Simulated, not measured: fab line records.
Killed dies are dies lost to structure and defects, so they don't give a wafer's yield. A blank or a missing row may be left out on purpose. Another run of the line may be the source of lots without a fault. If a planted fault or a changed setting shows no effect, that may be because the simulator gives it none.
Matching of chambers + flow gf180mcu + GF_V5_CMP_04 on cmp-01: 4 sister chambers
The step polishes SiO2. 4 wafers are shown with their chamber, then 12 later ones without.

WAFERS WITH THEIR CHAMBER
| wafer  | chamber | motorCurrentA (A) |
|--------|---------|-------------------|
| L089.5 | 1       | 12.2              |
| L092.3 | 3       | 11.8              |
| L092.4 | 0       | 10.4              |
| L092.6 | 2       | 12.9              |

WAFERS WHOSE CHAMBER IS MISSING
| wafer  | motorCurrentA (A) |
|--------|-------------------|
| L093.2 | 11.2              |
| L093.4 | 12.4              |
| L093.5 | 11.5              |
| L094.1 | 12.2              |
| L094.3 | 11.6              |
| L094.5 | 12.2              |
| L095.2 | 11.9              |
| L095.3 | 12.0              |
| L095.6 | 10.9              |
| L096.3 | 13.2              |
| L096.4 | 11.3              |
| L096.6 | 11.2              |

THE CHAMBER EACH PASSED THROUGH
| wafer  | from the rows above          | in truth |
|--------|------------------------------|----------|
| L093.2 | can't be placed: 3 or 0 or 1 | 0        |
| L093.4 | can't be placed: 1 or 2 or 3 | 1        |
| L093.5 | can't be placed: 3 or 1      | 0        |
| L094.1 | can't be placed: 1 or 3 or 2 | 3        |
| L094.3 | can't be placed: 3 or 1      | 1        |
| L094.5 | can't be placed: 1 or 3 or 2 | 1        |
| L095.2 | can't be placed: 3 or 1      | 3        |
| L095.3 | can't be placed: 1 or 3 or 2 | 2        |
| L095.6 | can't be placed: 0 or 3      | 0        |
| L096.3 | can't be placed: 2 or 1      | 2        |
| L096.4 | can't be placed: 3 or 1 or 0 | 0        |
| L096.6 | can't be placed: 3 or 0 or 1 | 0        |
Correct placement for 0 of the 12. Not placeable from these rows: 12 (in 11, the candidates include the true chamber). Number placed wrongly: 0.
How it was worked out, from the rows above alone: a wafer's distance from a chamber is the root of the sum, over the readings, of the square of ((its reading less the chamber's mean) divided by the reading's scatter). If the next closest chamber is less than 2 further off than the closest, the wafer can't be placed; otherwise it belongs to the closest. Each chamber's mean is taken over the wafers shown for it. The scatter: root of mean squared gap, hidden wafer to nearest shown wafer, with one shown wafer a chamber.
